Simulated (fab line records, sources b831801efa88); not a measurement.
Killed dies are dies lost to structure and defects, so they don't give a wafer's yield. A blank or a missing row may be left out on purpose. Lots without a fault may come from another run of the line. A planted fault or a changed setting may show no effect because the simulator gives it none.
Which tool did it? | flow gf180mcu | 13 lots, 39 wafers sampled, at 2 steps of a route of 602

WHAT THE GAUGES READ, wafer by wafer
GF_M4_THK_MEAS_06: measures by xrf. Usual: M4_ALCU_THK 447 nm, standard deviation 5.8.
lot  | measured     | on            | M4_ALCU_THK (nm) | flag
L117 | day 22 10:38 | film_metro-02 | 444 445 450      |
L118 | day 23 00:01 | film_metro-01 | 448 443 452      |
L119 | day 23 06:10 | film_metro-01 | 450 449 453      |
L120 | day 23 10:59 | film_metro-04 | 448 445 444      |
L122 | day 24 07:51 | film_metro-04 | 446 447 446      |
L129 | day 27 00:15 | film_metro-02 | 458 450 455      |
L131 | day 27 09:01 | film_metro-02 | 431 441 436      |
L132 | day 27 12:18 | film_metro-02 | 455 451 445      |
L133 | day 27 22:17 | film_metro-02 | 456 452 455      |
L135 | day 28 21:34 | film_metro-02 | 448 443 446      |
L136 | day 29 05:13 | film_metro-04 | 440 449 434      |
L137 | day 29 13:16 | film_metro-01 | 437 448 435      |
L139 | day 30 08:37 | film_metro-02 | 438 450 454      |

WHICH TOOL RAN EACH LOT (tool, then ch and the chambers of the sampled wafers, then the start)
lot  | GF_V2_CLEAN_20
L117 | wet_bench-04 ch 2, day 20 07:30
L118 | wet_bench-01 ch 1, day 20 20:40
L119 | wet_bench-01 ch 1, day 21 03:32
L120 | wet_bench-04 ch 3, day 21 08:12
L122 | wet_bench-01 ch 0, day 22 07:20
L129 | wet_bench-01 ch 0, day 25 02:52
L131 | wet_bench-01 ch 2, day 25 10:55
L132 | wet_bench-04 ch 1, day 25 14:42
L133 | wet_bench-03 ch 0, day 26 01:17
L135 | wet_bench-03 ch 0, day 27 00:53
L136 | wet_bench-04 ch 0, day 27 09:54
L137 | wet_bench-03 ch 1, day 27 19:05
L139 | wet_bench-01 ch 2, day 28 14:53
- GF_V2_CLEAN_20: cleans in DIW.

WHAT THE TOOLS THEMSELVES READ (means of the sampled wafers that have a number; where no wafer has one, the mark that the record gives instead)
The record holds no such reading with a usual standard deviation.

THE ANSWER, worked out from the rows above alone
Rule: a lot is off if the mean of its wafers that have a number lies more than 3 standard deviations from the usual mean. A lot without any number at a reading at which 4 lots or more have one is off too. The other lots that the step has rows for count as sound. The gauges are gone through in route order, then the tools' own readings, and for those a lot's mean is taken as printed above. The first step at which some lot is off is used, and at that step the reading that is off furthest; a lot without a number counts as furthest.
No lot is off at any reading shown: from this, nothing can be told.

WHAT THE SIMULATOR HAD PUT IN
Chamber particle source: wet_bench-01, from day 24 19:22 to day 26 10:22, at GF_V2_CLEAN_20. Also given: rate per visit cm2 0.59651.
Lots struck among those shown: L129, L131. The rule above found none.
